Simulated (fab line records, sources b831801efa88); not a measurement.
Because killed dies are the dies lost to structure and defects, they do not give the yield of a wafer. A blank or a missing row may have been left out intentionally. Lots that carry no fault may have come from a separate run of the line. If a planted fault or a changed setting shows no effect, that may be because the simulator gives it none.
Which tool is to blame?	flow sky130	13 lots with 39 wafers sampled at 6 steps, on a route of 708 steps

## WHAT EACH GAUGE READ, for each wafer
SKY_NWELL_OVL_MEAS_23.
lot	measured	on	NWELL_01_OVL (nm)
L591	day 5 15:52	overlay-02	-1.8 -2.5 -1.5
L592	day 5 19:47	overlay-01	-0.1 -0.8 -2.7
L593	day 6 03:30	overlay-02	0.2 -0.6 -1.2
L594	day 6 09:17	overlay-01	0.8 1.5 0.2
L596	day 6 18:57	overlay-02	-3.2 -2.1 -1.3
L597	day 7 01:19	overlay-02	0.5 -0.3 0.8
L599	day 7 18:54	overlay-01	-0.6 -0.9 0.5
L603	day 8 10:30	overlay-01	-2.3 -1.0 -1.0
L608	day 9 22:43	overlay-02	0.2 1.2 -0.5
L609	day 10 01:42	overlay-01	1.0 0.3 0.7
L610	day 10 11:12	overlay-01	1.1 -0.9 -0.3
L612	day 10 19:57	overlay-02	-0.3 -1.3 0.1
L613	day 11 01:04	overlay-02	-0.2 -0.7 0.4

SKY_VT_ADJUST_NCORE_TW_MEAS_11.
lot	measured	on	VT_ADJUST_NCORE_TW
L591	day 8 22:16	filmMetro-01	215 216 217
L592	day 9 02:49	filmMetro-01	216 216 217
L593	day 9 12:33	filmMetro-04	218 218 218
L594	day 9 18:51	filmMetro-01	216 215 216
L596	day 10 06:02	filmMetro-01	217 216 216
L597	day 10 14:55	filmMetro-01	30 30 30
L599	day 11 09:52	filmMetro-04	216 215 216
L603	day 12 04:20	filmMetro-01	217 216 216
L608	day 14 00:01	filmMetro-01	216 216 217
L609	day 14 02:18	filmMetro-03	223 223 222
L610	day 14 14:28	filmMetro-01	215 215 215
L612	day 15 01:52	filmMetro-03	224 223 222
L613	day 15 05:52	filmMetro-03	223 224 222

SKY_SONOS_ONO_THK_MEAS_01.
lot	measured	on	SONOS_ONO_OXIDATION_THK (nm)
L591	day 11 20:19	filmMetro-01	2.62 2.56 2.59
L592	day 12 02:22	filmMetro-04	2.65 2.57 2.53
L593	day 12 11:59	filmMetro-03	2.55 2.62 2.57
L594	day 12 19:03	filmMetro-04	2.50 2.46 2.48
L596	day 13 09:46	filmMetro-04	2.51 2.56 2.57
L597	day 13 19:23	filmMetro-01	2.51 2.59 2.55
L599	day 14 17:09	filmMetro-04	2.65 2.62 2.55
L603	day 15 14:07	filmMetro-04	2.57 2.67 2.60
L608	day 17 14:06	filmMetro-04	2.69 2.70 2.70
L609	day 17 16:13	filmMetro-04	2.70 2.76 2.72
L610	day 18 05:08	filmMetro-04	2.57 2.64 2.67
L612	day 18 18:03	filmMetro-04	2.71 2.69 2.69
L613	day 18 22:49	filmMetro-03	2.48 2.64 2.54

SKY_GATE_OXIDE_TW_MEAS_14.
lot	measured	on	GATE_OXIDE_TW
L591	day 14 03:05	filmMetro-03	228 228 228
L592	day 14 13:37	filmMetro-01	222 221 219
L593	day 14 19:56	filmMetro-03	228 229 228
L594	day 15 05:04	filmMetro-01	222 221 221
L596	day 15 19:48	filmMetro-01	221 221 221
L597	day 16 10:04	filmMetro-02	225 226 225
L599	day 17 05:11	filmMetro-02	223 223 223
L603	day 18 05:41	filmMetro-01	222 223 223
L608	day 20 09:31	filmMetro-03	230 229 229
L609	day 20 12:04	filmMetro-03	229 230 230
L610	day 21 00:43	filmMetro-02	224 224 224
L612	day 21 14:50	filmMetro-02	225 224 224
L613	day 21 18:24	filmMetro-01	221 221 220

## WHICH TOOL RAN EACH LOT (tool, then ch and the chambers of the sampled wafers, then the start)
lot	SKY_VT_ADJUST_LVTN_STRIP_20	SKY_VT_ADJUST_NCORE_STRIP_10
L591	plasmaAsher-03 ch 0,1, day 8 02:07	plasmaAsher-04 ch 0,1, day 8 22:10
L592	plasmaAsher-02 ch 0,1, day 8 06:44	plasmaAsher-04 ch 0,1, day 9 02:42
L593	plasmaAsher-02 ch 0,1, day 8 14:50	plasmaAsher-04 ch 0,1, day 9 12:27
L594	plasmaAsher-02 ch 0,1, day 8 20:39	plasmaAsher-02 ch 0,1, day 9 18:45
L596	plasmaAsher-01 ch 0,1, day 9 07:50	plasmaAsher-03 ch 0,1, day 10 05:56
L597	plasmaAsher-03 ch 0,1, day 9 15:59	plasmaAsher-03 ch 0,1, day 10 14:48
L599	plasmaAsher-01 ch 0,1, day 10 10:45	plasmaAsher-03 ch 0, day 11 09:46
L603	plasmaAsher-01 ch 0,1, day 11 04:39	plasmaAsher-02 ch 0,1, day 12 04:14
L608	plasmaAsher-02 ch 0,1, day 12 22:22	plasmaAsher-04 ch 0,1, day 13 23:55
L609	plasmaAsher-03 ch 0,1, day 13 00:45	plasmaAsher-02 ch 0,1, day 14 02:12
L610	plasmaAsher-03 ch 1, day 13 12:29	plasmaAsher-04 ch 0,1, day 14 14:22
L612	plasmaAsher-02 ch 0,1, day 13 21:59	plasmaAsher-03 ch 1, day 15 01:45
L613	plasmaAsher-01 ch 0,1, day 14 03:05	plasmaAsher-04 ch 0,1, day 15 05:47
- SKY_VT_ADJUST_LVTN_STRIP_20: strips in O2/N2.
- SKY_VT_ADJUST_NCORE_STRIP_10: strips in O2/N2.

## WHAT THE TOOLS THEMSELVES READ (means of the sampled wafers that have a number; where no wafer has one, the mark that the record gives instead)
SKY_VT_ADJUST_LVTN_STRIP_20.
lot	tool	drypumpMotorCurrentA (A)	oesProductAu (a.u.)	stripTimeToEndpointS (s)
L591	plasmaAsher-03	6.4	0.719	14.20
L592	plasmaAsher-02	6.2	0.712	14.19
L593	plasmaAsher-02	6.2	0.719	14.13
L594	plasmaAsher-02	6.2	0.715	14.11
L596	plasmaAsher-01	6.0	0.714	14.21
L597	plasmaAsher-03	6.4	0.927	-
L599	plasmaAsher-01	5.7	0.715	14.12
L603	plasmaAsher-01	6.0	0.714	14.13
L608	plasmaAsher-02	6.2	0.711	14.22
L609	plasmaAsher-03	6.4	0.713	14.13
L610	plasmaAsher-03	6.8	0.718	14.17
L612	plasmaAsher-02	6.2	0.711	14.23
L613	plasmaAsher-01	6.0	0.712	14.17

SKY_VT_ADJUST_NCORE_STRIP_10.
lot	tool	drypumpMotorCurrentA (A)	oesProductAu (a.u.)	stripTimeToEndpointS (s)
L591	plasmaAsher-04	5.1	0.712	14.29
L592	plasmaAsher-04	5.1	0.717	14.24
L593	plasmaAsher-04	5.3	0.714	14.20
L594	plasmaAsher-02	6.2	0.714	14.20
L596	plasmaAsher-03	6.1	0.718	14.23
L597	plasmaAsher-03	6.1	0.715	22.71
L599	plasmaAsher-03	5.7	0.720	14.23
L603	plasmaAsher-02	6.2	0.718	14.17
L608	plasmaAsher-04	5.1	0.711	14.17
L609	plasmaAsher-02	6.2	0.711	14.26
L610	plasmaAsher-04	5.1	0.714	14.19
L612	plasmaAsher-03	6.8	0.714	14.22
L613	plasmaAsher-04	5.3	0.709	14.18

## THE ANSWER, worked out from the rows above alone
Rule: the lots themselves supply what counts as usual. The widest of any qualifying gaps counts: lots, ordered by their means at a reading, are off when they make up no more than a third of the lots, leave a main group of 4 or more, and stand apart from it by 3 or more times the standard deviation of that group's means. A main group is skipped when, at the precision printed for the reading in the tables above, its means are all equal. Also off: a lot with no number at a reading for which 4 or more lots have one. All remaining lots with rows at the step are treated as sound. First the gauges in route order, then the tools' own readings, where a lot's mean is used as printed above. The first step at which some lot is off is used, and at that step the reading that is off furthest; a lot without a number counts as furthest.
Off: L597, seen at SKY_VT_ADJUST_NCORE_TW_MEAS_11 (VT_ADJUST_NCORE_TW). The main group has a mean of 218 with a standard deviation of 3.
If a tool, at a process step before that reading, ran all the lots that are off and no sound lot after the first of them, it fits. The gauges at SKY_VT_ADJUST_NCORE_TW_MEAS_11 aren't tried: what is off there is off at SKY_VT_ADJUST_LVTN_STRIP_20 too, on other tools, and a gauge's error can't cause that. No candidate that was tried fits.

## WHAT THE SIMULATOR PUT IN
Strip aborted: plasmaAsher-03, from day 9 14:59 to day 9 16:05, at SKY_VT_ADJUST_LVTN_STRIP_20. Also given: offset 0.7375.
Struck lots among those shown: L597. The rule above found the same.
